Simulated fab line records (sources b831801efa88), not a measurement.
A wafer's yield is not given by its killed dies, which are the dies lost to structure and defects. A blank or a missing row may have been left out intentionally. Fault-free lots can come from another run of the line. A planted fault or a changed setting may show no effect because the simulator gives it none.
A struck lot beside a sound one | flow sky130 | 16 steps out of a route of 708
Sound: the wafers L726.2, L726.4, L726.6. Struck: wafers L739.2, L739.5 (left out: L739.4, a lot-mate that was not struck); the cause follows at the end.
Per side, at each step with rows, come the tool, then ch with its chambers, and then its first start. Under that, the readings that differ: sound wafers | struck wafers | difference of the means | sigmas: that difference in standard deviations of wafers without a fault.
alike: a reading whose means differ by less than 2 such deviations, as well as words and numbers matching on both sides. not compared: withheld readings; readings where some wafer has no value; bounds like >300 that might hide an equal value; numbers whose values overlap and for which the record gives no deviation.
The two part at a step that has a row with sigmas, a row that says differs or no value, or rows on one side only. Numbers that have no deviation but don't overlap get no sigmas and don't part them. A reading that every wafer of one side lacks parts them only if that side has two wafers or more.

first, 3 steps without rows for these wafers: SKY_METAL2_EXPOSE_12 (exposes mask MM2, target cd 140 nm); SKY_METAL2_PEB_13; SKY_METAL2_DEVELOP_14 (develop time 60 s).
SKY_METAL2_CD_MEAS_15: the cd target is 140 nm.
  struck on cd-sem-02, day 42 12:23; sound on cd-sem-02, day 38 12:08
  alike: cd-nm
SKY_METAL2_OVL_MEAS_16:
  struck on overlay-02, day 42 12:30; sound on overlay-01, day 38 12:14
  alike: METAL2_OVL
SKY_METAL2_DESCUM_17: chemistry O2, time 8 s.
  sound on rie-metal-04 ch 0,1, day 38 12:16; struck on rie-metal-04 ch 0,1, day 42 12:32
  alike: drypump-motor-current-A, oes-product-au, temp-c
  not compared: rf-hours-counter-h
SKY_METAL2_ETCH_18: etches BARC in N2/H2, stops on SiO2, time 45.9 s, target depth 60 nm.
  sound on rie-metal-04 ch 0,1, day 38 12:18; struck on rie-metal-04 ch 0,1, day 42 12:34
  alike: drypump-motor-current-A, oes-product-au, throttle-valve-pct
  not compared: rf-hours-counter-h
SKY_METAL2_METAL_ETCH_19: etches the open film in Cl2/BCl3, stops on SiO2, target depth 360 nm, time 78 s.
  sound on rie-metal-04 ch 0,1, day 38 12:22; struck on rie-metal-04 ch 0,1, day 42 12:37
  alike: drypump-motor-current-A, oes-product-au, throttle-valve-pct
  not compared: rf-hours-counter-h
SKY_METAL2_STRIP_20: strips in O2/N2.
  sound on plasma-asher-01 ch 0,1, day 38 12:27; struck on plasma-asher-04 ch 0,1, day 42 12:43
  alike: drypump-motor-current-A, oes-product-au, strip-time-to-endpoint-s
  not compared: rf-hours-counter-h
then, 3 steps without rows for these wafers: SKY_METAL2_STRIP_21 (strips in post etch residue remover, time 1200 s); SKY_METAL2_CLEAN_22 (cleans in IPA, time 180 s); SKY_METAL2_CLEAN_23 (cleans in O3/DIW).
SKY_VIA2_HDPCVD_00: deposits SiO2, target thk 1180 nm, time 196.7 s.
  sound on hdpcvd-01 ch 1,2, day 38 13:05; struck on hdpcvd-01 ch 1,2, day 42 13:18
  reading                                  | sound          | struck      | difference | sigmas
  model.SiO2_of_VIA2_HDPCVD_00.thk-nm (nm) | 1174 1184 1180 | 587.3 585.8 | -592.8     |
SKY_VIA2_THK_MEAS_01:
  struck on film-metro-01, day 42 13:26; sound on film-metro-04, day 38 13:13
  reading              | sound          | struck  | difference | sigmas
  VIA2_HDPCVD_THK (nm) | 1173 1183 1180 | 587 585 | -593       | -49
SKY_VIA2_CMP_02: polishes SiO2.
  sound on cmp-02 ch 1,2,3, day 38 13:22; struck on cmp-01 ch 0,1, day 42 13:29
  alike: head-pressure-psi, motor-current-A, slurry-flow-ml-min
-- the record jumps here: 9 days lie between the struck wafers' starts before and after (it left off in module VIA2 and takes up again in module PAD_OPEN, whose first step shown is number 708 of the route) --
SKY_PAD_OPEN_PROBE_99:
  struck on prober-01, day 51 10:08; sound on prober-02, day 48 12:07
  reading                               | sound                | struck              | difference | sigmas
  model.etest.tester.sort-n-pass        | 419 409 400          | 231 215             | -186       |
  model.etest.tester.sort-yield-pct (%) | 85.16 83.13 81.3     | 46.95 43.7          | -37.87     |
  model.etest.tester.sort_bin_3_pct (%) | 0.4065 0.4065 0.4065 | 36.99 40.23         | +38.20     |
  model.etest.met3-comb.leak-log10-a-um | -12.02 -11.87 -12.1  | -7.068 -7.021       | +4.952     |
  model.etest.tester.sort_bin_8_pct (%) | 0 0 0                | 8.734e-08 4.196e-10 | +4.388e-08 |
  alike: defect-limited-yield, killed_at_M0_to_M3, killed_at_M4_up, killed-at-contacts, killed-at-front-end, killed-at-other, killed-dies, killed-open, killed-short
  not compared: model.etest.tester.sort_bin_4_pct

## WHERE THEY PART
Within this record, at SKY_VIA2_THK_MEAS_01 only. Later steps at which nothing parts them and some readings are alike: SKY_VIA2_CMP_02, SKY_PAD_OPEN_PROBE_99.

WHY: whatever the simulator had introduced
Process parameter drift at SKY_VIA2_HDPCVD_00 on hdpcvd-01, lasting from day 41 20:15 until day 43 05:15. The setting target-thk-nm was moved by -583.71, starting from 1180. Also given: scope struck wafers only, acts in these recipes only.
